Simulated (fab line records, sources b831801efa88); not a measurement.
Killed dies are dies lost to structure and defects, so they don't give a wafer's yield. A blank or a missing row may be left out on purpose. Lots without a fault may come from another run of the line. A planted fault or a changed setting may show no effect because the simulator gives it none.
A struck lot beside a sound one | flow sky130 | 22 steps out of a route of 708
Sound: wafers L498.2, L498.3, L498.5. Struck: wafers L504.1, L504.2, L504.3. The cause comes at the end.
At each step with rows: each side's tool, then ch and its chambers, then its first start. Under that, the readings that differ: sound wafers | struck wafers | difference of the means | sigmas: that difference in standard deviations of wafers without a fault.
alike: readings whose means differ by less than 2 such deviations, and words and numbers that are the same on both sides. not compared: withheld readings, readings that some wafer has no value for, bounds like >300 that may hide the same value, and numbers for which the record gives no deviation and whose values overlap.
The two part at a step that has a row with sigmas, a row that says differs or no value, or rows on one side only. Numbers that don't overlap but have no deviation are shown without sigmas and don't part them. A reading that every wafer of one side lacks parts them only if that side has two wafers or more.

first, 1 step without rows for these wafers: SKY_LOCAL_INTERCONNECT_CLEAN_18 (cleans in O3/DIW).
SKY_CONTACT_CVD_00: deposits Si3N4, target thk 75 nm.
  sound on pecvd-02 ch 0,1, day 33 10:28; struck on pecvd-02 ch 0,1,2, day 35 11:57
  alike: heater_power_w
SKY_CONTACT_THK_MEAS_01:
  sound on film_metro-01, day 33 10:30; struck on film_metro-03, day 35 11:59
  alike: CONTACT_CVD_00_THK
then, 1 step without rows for these wafers: SKY_CONTACT_HDPCVD_02 (deposits SiO2, target thk 565 nm, time 94.2 s).
SKY_CONTACT_THK_MEAS_03:
  sound on film_metro-03, day 33 10:38; struck on film_metro-01, day 35 12:07
  alike: CONTACT_HDPCVD_THK
SKY_CONTACT_CMP_04: polishes SiO2.
  sound on cmp-02 ch 0,1,3, day 33 10:47; struck on cmp-01 ch 0,1,2, day 35 12:10
  alike: motor_current_A, time_to_endpoint_s
SKY_CONTACT_BOW_MEAS_05:
  sound on film_metro-04, day 33 11:00; struck on film_metro-01, day 35 12:28
  alike: CONTACT_BOW
then, 4 steps without rows for these wafers: SKY_CONTACT_DEHYDRATE_06 (time 60 s); SKY_CONTACT_HMDS_07 (prime time 60 s); SKY_CONTACT_COAT_08 (resist thk 60 nm); SKY_CONTACT_COAT_09 (resist thk 450 nm).
SKY_CONTACT_SOFTBAKE_10: time 93.38 s.
  sound on litho_track-04 ch 0; struck on litho_track-03 ch 0
  alike: plate_sensor_t_centre_C, plate_sensor_t_edge_C, softbake_temp_c
SKY_CONTACT_EXPOSE_11: exposes mask CTM1, target cd 170 nm.
  sound on krf_scanner-01 ch 0, day 34 00:40; struck on krf_scanner-02 ch 0, day 36 01:32
  reading              | sound             | struck            | difference | sigmas
  exposure_dose_mJ_cm2 | 37.89 37.94 37.95 | 35.47 35.59 35.54 | -2.39      | -60
  alike: mask
then, 2 steps without rows for these wafers: SKY_CONTACT_PEB_12; SKY_CONTACT_DEVELOP_13 (develop time 60 s).
SKY_CONTACT_CD_MEAS_14: target cd 170 nm.
  sound on cd_sem-01, day 34 13:05; struck on cd_sem-01, day 36 15:01
  reading    | sound             | struck            | difference | sigmas
  cd_nm (nm) | 169.6 168.8 170.3 | 158.8 157.9 158.9 | -11.0      | -8
  not compared: hold
SKY_CONTACT_OVL_MEAS_15:
  sound on overlay-01, day 34 13:11; struck on overlay-02, day 36 19:13
  reading          | sound  | struck                                                                     | difference                   | sigmas
  hold             | - - -  | await_dispo/4.1h/release await_dispo/4.1h/release await_dispo/4.1h/release | no value on the sound wafers |
  CONTACT_OVL (nm) | 10 4 5 | -9 -5 -12                                                                  | -15                          | -3
SKY_CONTACT_ETCH_16: etches BARC in N2/H2, stops on SiO2, time 45.9 s, target depth 60 nm.
  sound on rie_diel-01 ch 0,1,3, day 34 13:13; struck on rie_diel-03 ch 0,1,2, day 36 19:16
  reading                  | sound             | struck            | difference | sigmas
  model.CONTACT.cd_nm (nm) | 168.9 169.8 170.5 | 159.3 157.9 159.8 | -10.7      |
  alike: drypump_motor_current_A, oes_product_au, throttle_valve_pct
  not compared: rf_hours_counter_h
SKY_CONTACT_ETCH_17: etches SiO2 in C4F8/O2/Ar, stops on Si3N4, target depth 340 nm.
  sound on rie_diel-01 ch 0,1,3, day 34 13:16; struck on rie_diel-03 ch 0,1,2, day 36 19:18
  alike: oes_product_au
SKY_CONTACT_ETCH_18: etches Si3N4 in CHF3/O2, stops on TiN, time 39 s, target depth 75 nm.
  sound on rie_diel-01 ch 0,1,3; struck on rie_diel-03 ch 0,1,2
  reading                  | sound             | struck            | difference | sigmas
  model.CONTACT.cd_nm (nm) | 168.7 169.5 170.3 | 159.3 158.6 159.8 | -10.3      |
  alike: drypump_motor_current_A, oes_product_au, throttle_valve_pct
  not compared: rf_hours_counter_h
SKY_CONTACT_STRIP_19: strips in O2/N2.
  sound on plasma_asher-01 ch 0,1, day 34 13:21; struck on plasma_asher-03 ch 0,1, day 36 19:23
  reading                     | sound       | struck      | difference | sigmas
  drypump_motor_current_A (A) | 5.7 6.0 6.0 | 5.0 4.9 4.8 | -1.0       | -2
  alike: oes_product_au, strip_time_to_endpoint_s
  not compared: rf_hours_counter_h
-- the record jumps here: 13 days lie between the struck wafers' starts before and after (it left off in module CONTACT and takes up again in module PAD_OPEN, whose first step shown is number 708 of the route) --
SKY_PAD_OPEN_PROBE_99:
  sound on prober-02, day 48 01:22; struck on prober-01, day 49 20:29
  alike: killed_at_M0_to_M3, killed_at_M4_up, killed_at_contacts, killed_at_front_end, killed_at_other, killed_dies, killed_open, killed_short
  not compared: hold, model.etest.mcon_chain.rc_ohm

WHERE THEY PART
First at SKY_CONTACT_EXPOSE_11; last, within this record, at SKY_CONTACT_STRIP_19. Later steps at which nothing parts them and some readings are alike: SKY_PAD_OPEN_PROBE_99.

WHY: what the simulator had put in
Process parameter drift: krf_scanner-02, from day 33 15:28 on, at SKY_CONTACT_EXPOSE_11. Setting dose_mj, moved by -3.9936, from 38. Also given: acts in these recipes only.
